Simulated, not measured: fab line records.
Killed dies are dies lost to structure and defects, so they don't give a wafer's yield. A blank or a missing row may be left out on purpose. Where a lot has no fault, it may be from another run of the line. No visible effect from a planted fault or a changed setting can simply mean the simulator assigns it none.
fab line records	flow sky130
record lots=5	wafers=15	last-day=49
route steps=708 shown METAL2@504 VIA2@507 PAD_OPEN@708
lots with no fault: from the same line, run without faults
start-h: hours from the record's first day to the start of the lot's first wafer shown	wait-h: hours elapsed since this lot's preceding step	" repeats the value in the row above	L1.1+2: one row covering several wafers at once	- value missing, or start not given	* or withheld: withheld	< > ~ a bound
route shown NAME@n: names a module that has steps shown in the file, with the first one's number in the route	usual: the fault-free wafers' mean and standard deviation	same: alike in all rows	chamber/n: place in a boat	sites: per-site readings	_std_site: the standard deviation of these	_edge_site: outer sites' mean less inner sites'	radius-mm: how far each site lies from the wafer's centre	mask NAME#n: copy n	behind: the most recent tool/chamber to have shaped the wafer	hold: why the lot was held/for how many hours/how that ended	device: the n, p or np transistor that did not switch	end of line: tests of these same wafers at the route's end	for a step that has no rows: nothing shown but its recipe	killed: dies that structure and defects cost at the first sort, which is not the same as the wafer's yield	map: dies across one wafer; x = killed, . = not, _ = none there
set.NAME: the setting the step ran with; set.NAME@STEP: the setting that earlier step ran with	model.NAME: the simulator's own value behind a step, which no gauge read
lots at selected steps of the route; one table per step, one row per wafer
services: a tool's chamber out of use, with start hour (start-h, from the record's first day; less than 0 if before it), hours out, and reason
## steps
# step SKY_METAL2_STRIP_21
# recipe chemistry=post-etch-residue-remover	time-s=1200	temp-c=72.5
# step SKY_METAL2_CLEAN_22
# recipe chemistry=IPA	time-s=180	temp-c=25
# step SKY_METAL2_CLEAN_23
# recipe chemistry=O3/DIW	dry=n2-spin
# step SKY_VIA2_HDPCVD_00
# recipe material=SiO2	target-thk-nm=1180	sigma-open-frac=0.3	time-s=196.7	temp-c=400	sih4-flow-sccm=60	pressure-mtorr=6
# step SKY_VIA2_THK_MEAS_01
# recipe reads=SiO2_of_VIA2_HDPCVD_00
# usual VIA2_HDPCVD_THK=1175/11
lot.wafer	tool	chamber	start-h	wait-h	VIA2_HDPCVD_THK[nm]
L746.1	film-metro-02	-	863.29	0.1	1177
L746.4	"	-	"	"	1187
L746.6	"	-	"	"	1181
L750.1	film-metro-01	-	887.29	0.1	1186
L750.2	"	-	"	"	1196
L750.4	"	-	"	"	1173
L751.1	film-metro-04	-	900.50	0.1	1152
L751.5	"	-	"	"	1163
L751.6	"	-	"	"	1168
L762.2	film-metro-04	-	962.90	0.1	1197
L762.3	"	-	"	"	1192
L762.4	"	-	"	"	1190
L763.2	film-metro-01	-	966.87	0.1	1164
L763.5	"	-	"	"	1196
L763.6	"	-	"	"	1178
# step SKY_VIA2_CMP_02
# recipe material=SiO2	down-force-psi=4	platen-rpm=60	pad-velocity-m-s=0.94248
# usual motor-current-A=12.8/1.6
lot.wafer	tool	chamber	start-h	wait-h	motor-current-A
L746.1	cmp-01	0	863.40	0.1	15.5
L746.4	"	1	"	"	12.7
L746.6	"	0	"	"	15.0
L750.2	cmp-01	2	887.35	0.0	12.7
L750.1	"	3	"	"	11.4
L750.4	"	0	"	"	15.1
L751.1	cmp-02	1	900.66	0.1	12.6
L751.6	"	3	"	"	11.4
L751.5	"	0	"	"	14.1
L762.3	cmp-02	1	962.95	0.0	12.2
L762.4	"	2	"	"	10.7
L762.2	"	0	"	"	15.3
L763.2	cmp-02	2	967.07	0.2	10.2
L763.6	"	3	"	"	12.0
L763.5	"	0	"	"	15.2
# step SKY_VIA2_BOW_MEAS_03
# recipe mode=bow
# usual VIA2_BOW=86/7.6
lot.wafer	tool	chamber	start-h	wait-h	VIA2_BOW[um]
L746.1	film-metro-01	-	863.65	0.2	82
L746.4	"	-	"	"	77
L746.6	"	-	"	"	83
L750.1	film-metro-04	-	887.65	0.2	92
L750.2	"	-	"	"	79
L750.4	"	-	"	"	85
L751.1	film-metro-01	-	900.86	0.1	87
L751.5	"	-	"	"	86
L751.6	"	-	"	"	89
L762.2	film-metro-01	-	963.27	0.1	82
L762.3	"	-	"	"	96
L762.4	"	-	"	"	99
L763.2	film-metro-04	-	967.24	0.1	82
L763.5	"	-	"	"	76
L763.6	"	-	"	"	83
# step SKY_VIA2_DEHYDRATE_04
# recipe temp-c=200	time-s=60
# step SKY_VIA2_HMDS_05
# recipe prime-time-s=60	prime-temp-c=120
# step SKY_VIA2_COAT_06
# recipe resist=BARC	temp-c=withheld	time-s=withheld	spin-rpm=3000	resist-thk-nm=60
# step SKY_VIA2_COAT_07
# recipe resist=KrF-thick	spin-rpm=3000	resist-thk-nm=450
# step SKY_VIA2_SOFTBAKE_08
# recipe temp-c=100	time-s=90	resist=KrF-thick
# step SKY_VIA2_EXPOSE_09
# recipe mask-id=VIM2	na=0.8	source-shape=annular	sigma-inner=0.55	sigma-outer=0.85	target-cd-nm=200	dose-mj=38
# usual stage-vel-mm-s=499.94/0.24
# same sigma-inner=0.55
lot.wafer	tool	chamber	start-h	wait-h	mask	stage-vel-mm-s
L746.1	krf-scanner-02	0	877.03	-	VIM2#0	500.02
L746.4	"	0	"	"	VIM2#0	499.82
L746.6	"	0	"	"	VIM2#0	499.88
L750.1	krf-scanner-01	0	900.93	-	VIM2#0	499.86
L750.2	"	0	"	"	VIM2#0	500.07
L750.4	"	0	"	"	VIM2#0	499.81
L751.1	krf-scanner-02	0	913.21	-	VIM2#0	499.96
L751.5	"	0	"	"	VIM2#0	500.23
L751.6	"	0	"	"	VIM2#0	500.11
L762.2	krf-scanner-02	0	976.33	-	VIM2#0	499.99
L762.3	"	0	"	"	VIM2#0	499.34
L762.4	"	0	"	"	VIM2#0	499.30
L763.2	krf-scanner-01	0	979.64	-	VIM2#0	500.05
L763.5	"	0	"	"	VIM2#0	499.94
L763.6	"	0	"	"	VIM2#0	499.62
# step SKY_VIA2_PEB_10
# recipe peb-temp-c=withheld	peb-time-s=withheld	resist=KrF-thick
# step SKY_VIA2_DEVELOP_11
# recipe develop-time-s=60	resist=KrF-thick	dev-temp-c=21
# step SKY_VIA2_CD_MEAS_12
# recipe target-cd-nm=200
# usual cd-nm=199.9/1.6
lot.wafer	tool	chamber	start-h	wait-h	cd-nm
L746.1	cd-sem-02	-	889.39	-	198.6
L746.4	"	-	"	"	198.1
L746.6	"	-	"	"	196.7
L750.1	cd-sem-02	-	912.74	-	202.9
L750.2	"	-	"	"	201.9
L750.4	"	-	"	"	168.9
L751.1	cd-sem-02	-	925.55	-	197.3
L751.5	"	-	"	"	197.8
L751.6	"	-	"	"	198.5
L762.2	cd-sem-02	-	987.27	-	201.4
L762.3	"	-	"	"	199.8
L762.4	"	-	"	"	201.0
L763.2	cd-sem-01	-	990.72	-	198.4
L763.5	"	-	"	"	200.5
L763.6	"	-	"	"	199.6
# step SKY_VIA2_OVL_MEAS_13
# usual VIA2_OVL=1/5.7
lot.wafer	tool	chamber	start-h	wait-h	VIA2_OVL[nm]
L746.1	overlay-02	-	889.51	0.1	-5
L746.4	"	-	"	"	0
L746.6	"	-	"	"	-4
L750.1	overlay-01	-	912.86	0.1	1
L750.2	"	-	"	"	-3
L750.4	"	-	"	"	-6
L751.1	overlay-01	-	925.67	0.1	3
L751.5	"	-	"	"	-2
L751.6	"	-	"	"	2
L762.2	overlay-01	-	987.38	0.1	22
L762.3	"	-	"	"	5
L762.4	"	-	"	"	20
L763.2	overlay-01	-	990.83	0.1	0
L763.5	"	-	"	"	4
L763.6	"	-	"	"	0
# step SKY_VIA2_ETCH_14
# recipe chemistry=N2/H2	target=BARC	ion-energy-ev=200	source-w=511.9	bias-w=100	pressure-mtorr=30	n2-flow-sccm=100	h2-flow-sccm=200	stop-on=SiO2	time-s=45.9	target-depth-a=600
# usual drypump-motor-current-A=5.7/0.52	oes-product-au=0.855/0.0051	throttle-valve-pct=13.225/0.0091
lot.wafer	tool	chamber	start-h	wait-h	drypump-motor-current-A	oes-product-au	rf-hours-counter-h	throttle-valve-pct	model.VIA2.cd-nm
L746.1	rie-diel-03	2	889.54	0.0	6.2	0.853	8	13.222	198.4
L746.4	"	3	"	"	5.8	0.847	23	13.216	197.7
L746.6	"	2	"	"	6.2	0.847	-	13.207	197
L750.1	rie-diel-04	1	912.89	0.0	5.6	0.855	1	13.236	203.5
L750.2	"	3	"	"	5.6	0.858	4	13.223	203.3
L750.4	"	0	"	"	6.7	0.859	20	13.214	169.8
L751.1	rie-diel-01	0	925.71	0.0	5.7	0.855	2	13.218	196.9
L751.5	"	3	"	"	5.7	0.858	-	13.228	198.1
L751.6	"	2	"	"	4.9	0.855	-	13.228	198.8
L762.2	rie-diel-03	2	987.41	0.0	6.2	0.857	11	13.231	201.6
L762.3	"	0	"	"	5.1	0.858	18	13.234	200.1
L762.4	"	3	"	"	5.8	0.857	26	13.221	201.3
L763.2	rie-diel-01	1	990.86	0.0	5.2	0.855	12	13.233	198.6
L763.5	"	1	"	"	5.1	0.854	-	13.214	201.2
L763.6	"	0	"	"	5.7	0.853	-	13.219	198.9
# step SKY_VIA2_ETCH_15
# recipe target=SiO2	chemistry=C4F8/O2/Ar	target-depth-nm=546	stop-on=TiN	mask-material=KrF-thick	source-w=1500	bias-w=1200	pressure-mtorr=40	c4f8-flow-sccm=withheld	O2_flow_sccm=6	Ar_flow_sccm=300	time-s=84
# usual oes-product-au=0.940/0.0046
lot.wafer	tool	chamber	start-h	wait-h	oes-product-au	rf-hours-counter-h	model.VIA2.cd-nm
L746.1	rie-diel-03	2	889.58	0.0	0.934	8	192.4
L746.4	"	3	"	"	0.941	23	198.7
L746.6	"	2	"	"	0.948	-	191
L750.1	rie-diel-04	1	912.93	0.0	0.935	1	202.2
L750.2	"	3	"	"	0.943	4	205.9
L750.4	"	0	"	"	0.946	20	170.1
L751.1	rie-diel-01	0	925.75	0.0	0.937	2	199.3
L751.5	"	3	"	"	0.948	-	198.1
L751.6	"	2	"	"	0.939	-	197.7
L762.2	rie-diel-03	2	987.45	0.0	0.940	11	202.1
L762.3	"	0	"	"	0.941	18	207.2
L762.4	"	3	"	"	0.939	26	202.7
L763.2	rie-diel-01	1	990.90	0.0	0.939	12	193.8
L763.5	"	1	"	"	0.941	-	197.4
L763.6	"	0	"	"	0.938	-	198.4
# step SKY_VIA2_STRIP_16
# recipe chemistry=O2/N2	power-w=1400	pressure-mtorr=1500	platen-temp-c=withheld	o2-flow-sccm=3000	n2-flow-sccm=300	overash-fraction=0.5
# usual drypump-motor-current-A=5.6/0.46	oes-product-au=0.399/0.0042	strip-time-to-endpoint-s=4.044/0.02
# same overash-fraction=0.5
lot.wafer	tool	chamber	start-h	wait-h	drypump-motor-current-A	oes-product-au	rf-hours-counter-h	strip-time-to-endpoint-s
L746.1	plasma-asher-02	0	889.65	0.0	5.6	0.402	103	4.042
L746.4	"	0	"	"	5.7	0.396	-	4.079
L746.6	"	0	"	"	5.6	0.397	-	4.058
L750.1	plasma-asher-01	1	913.00	0.0	6.2	0.391	17	4.062
L750.2	"	0	"	"	4.8	0.392	17	4.028
L750.4	"	1	"	"	6.2	0.402	-	4.019
L751.1	plasma-asher-01	1	925.81	0.0	6.2	0.397	18	4.012
L751.5	"	1	"	"	6.2	0.403	-	4.059
L751.6	"	0	"	"	4.8	0.391	-	4.047
L762.2	plasma-asher-03	1	987.51	0.0	5.5	0.399	88	4.057
L762.3	"	1	"	"	5.5	0.397	-	4.071
L762.4	"	0	"	"	5.7	0.403	-	4.057
L763.2	plasma-asher-03	1	990.96	0.0	5.5	0.407	88	4.024
L763.5	"	0	"	"	5.7	0.402	-	4.043
L763.6	"	1	"	"	5.5	0.404	-	4.039
# step SKY_PAD_OPEN_PROBE_99
lot.wafer	tool	chamber	start-h	wait-h	model.etest.via2-chain.rc-ohm
L746.1	prober-02	-	1107.59	0.1	11.04
L746.4	prober-02	-	1107.74	0.2	9.524
L746.6	prober-02	-	1107.84	0.2	11.02
L750.1	prober-02	-	1125.42	0.1	9.732
L750.2	prober-02	-	1125.47	0.1	9.491
L750.4	prober-02	-	1125.57	0.2	13.56
L751.1	prober-01	-	1137.46	0.1	10.24
L751.5	prober-01	-	1137.66	0.2	9.743
L751.6	prober-01	-	1137.71	0.2	10.02
L762.2	prober-02	-	1182.65	0.1	9.665
L762.3	prober-02	-	1182.70	0.2	9.412
L762.4	prober-02	-	1182.75	0.2	9.97
L763.2	prober-01	-	1184.61	0.1	10.74
L763.5	prober-01	-	1184.76	0.2	10.06
L763.6	prober-01	-	1184.81	0.2	10.14
# killed by level:class
L746.1 VIA1:geometric-particle:open=18 CONTACT:geometric-particle:open=9 LOCAL_INTERCONNECT:geometric-particle:short=7 POLY_GATE:geometric-particle:short=7 VIA3:geometric-particle:open=6 METAL1:geometric-particle:short=6 VIA1:geometric-particle:short=6 LI_CONTACT:geometric-particle:open=5
L746.4 VIA1:geometric-particle:open=15 CONTACT:geometric-particle:open=10 LI_CONTACT:geometric-particle:open=8 VIA2:geometric-particle:open=8 FIELD_ISO:geometric-particle:short=5 METAL2:geometric-particle:short=5 VIA3:geometric-particle:open=5 METAL3:geometric-particle:short=4
L746.6 VIA1:geometric-particle:open=13 CONTACT:geometric-particle:open=9 VIA3:geometric-particle:open=7 CONTACT:geometric-particle:short=6 VIA1:geometric-particle:short=6 LI_CONTACT:geometric-particle:open=5 METAL2:geometric-particle:short=5 FIELD_ISO:geometric-particle:open=4
L751.1 VIA1:geometric-particle:open=11 CONTACT:geometric-particle:open=9 VIA3:geometric-particle:open=8 VIA2:geometric-particle:open=7 FIELD_ISO:geometric-particle:short=4 FIELD_ISO:geometric-particle:open=4 VIA1:geometric-particle:short=4 LI_CONTACT:geometric-particle:open=3
L751.5 VIA1:geometric-particle:open=10 CONTACT:geometric-particle:open=7 VIA3:geometric-particle:open=6 FIELD_ISO:geometric-particle:open=5 METAL2:geometric-particle:short=5 LI_CONTACT:geometric-particle:open=4 VIA1:geometric-particle:short=4 VIA2:geometric-particle:short=4
L751.6 VIA1:geometric-particle:short=8 METAL2:geometric-particle:short=7 VIA2:geometric-particle:open=7 VIA3:geometric-particle:open=7 CONTACT:geometric-particle:open=5 VIA1:geometric-particle:open=5 FIELD_ISO:geometric-particle:short=4 POLY_GATE:geometric-particle:short=4
L762.2 VIA1:geometric-particle:open=17 VIA2:geometric-particle:open=9 CONTACT:geometric-particle:open=7 CONTACT:geometric-particle:short=6 LI_CONTACT:geometric-particle:short=5 POLY_GATE:geometric-particle:open=4 LI_CONTACT:geometric-particle:open=4 METAL2:geometric-particle:short=4
L762.3 VIA1:geometric-particle:open=11 VIA2:geometric-particle:open=7 FIELD_ISO:geometric-particle:open=6 LI_CONTACT:geometric-particle:open=6 METAL1:geometric-particle:short=6 CONTACT:geometric-particle:open=5 VIA1:geometric-particle:short=5 FIELD_ISO:geometric-particle:short=4
L762.4 VIA1:geometric-particle:open=9 VIA3:geometric-particle:open=9 VIA1:geometric-particle:short=8 FIELD_ISO:geometric-particle:short=5 METAL1:geometric-particle:short=5 VIA2:geometric-particle:open=5 CONTACT:geometric-particle:short=4 METAL4:geometric-particle:short=4
L763.2 VIA1:geometric-particle:open=14 CONTACT:geometric-particle:open=12 LI_CONTACT:geometric-particle:open=7 FIELD_ISO:geometric-particle:open=5 METAL1:geometric-particle:short=5 VIA2:geometric-particle:open=5 CONTACT:geometric-particle:short=4 VIA3:geometric-particle:open=4
L763.5 CONTACT:geometric-particle:open=11 VIA1:geometric-particle:open=8 FIELD_ISO:geometric-particle:open=7 LOCAL_INTERCONNECT:geometric-particle:short=7 METAL1:geometric-particle:short=5 VIA3:geometric-particle:open=5 METAL2:geometric-particle:short=5 POLY_GATE:geometric-particle:open=4
L763.6 VIA3:geometric-particle:open=11 CONTACT:geometric-particle:open=8 VIA1:geometric-particle:open=8 METAL2:geometric-particle:short=7 METAL1:geometric-particle:short=6 FIELD_ISO:geometric-particle:short=6 CONTACT:geometric-particle:short=6 FIELD_ISO:geometric-particle:open=5
## services
tool	chamber	start-h	hours	kind
rie-diel-04	1	845.07	3.5	repair
krf-scanner-02	-	846.50	3.6	pm
rie-diel-01	2	849.38	7.2	repair
cmp-02	-	853.30	2.8	repair
krf-scanner-02	-	880.39	0.6	repair
cmp-01	-	889.77	0.7	repair
krf-scanner-02	-	893.93	0.8	pm
krf-scanner-01	-	902.47	1.0	pm
cmp-02	-	913.61	4.0	pm
plasma-asher-03	-	917.47	2.8	pm
cmp-02	-	918.68	20.2	repair
rie-diel-03	0	920.66	7.9	repair
plasma-asher-03	-	925.61	3.3	repair
cmp-02	-	928.05	4.3	repair
plasma-asher-03	-	942.18	14.6	pm
krf-scanner-02	-	947.31	1.0	pm
krf-scanner-01	-	949.28	0.8	pm
cmp-02	-	952.83	0.2	repair
plasma-asher-01	-	963.90	14.4	repair
cmp-02	-	975.12	0.9	repair
rie-diel-03	-	976.87	0.4	repair
krf-scanner-02	-	977.04	4.4	pm
rie-diel-01	2	988.82	9.7	repair
krf-scanner-02	-	990.75	1.3	pm
## key
first-sign step=SKY_VIA2_CD_MEAS_12	reading=cd-nm	direction=down	sigmas=20	usual=199.9	struck=168.9
effect none on later readings
model-effect step=SKY_VIA2_ETCH_14	value=VIA2.cd-nm	without=202.9	struck=169.8
model-effect step=SKY_VIA2_ETCH_15	value=VIA2.cd-nm	without=203.2	struck=170.1
model-effect step=SKY_PAD_OPEN_PROBE_99	value=etest.via2-chain.rc-ohm	without=9.626	struck=13.56
met-at SKY_VIA2_EXPOSE_09
struck-wafers L750.4
sort-left-out L750.4
fault kind=process-parameter-drift	tool=krf-scanner-01	chamber=-	onset-h=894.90	steps=SKY_VIA2_EXPOSE_09	channel=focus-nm	offset=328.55	shape=step	end-h=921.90	scope=struck-wafers-only
# sort-left-out: the simulated sort isn't trusted on such a fault, so these wafers' sort isn't shown, and their yield isn't known
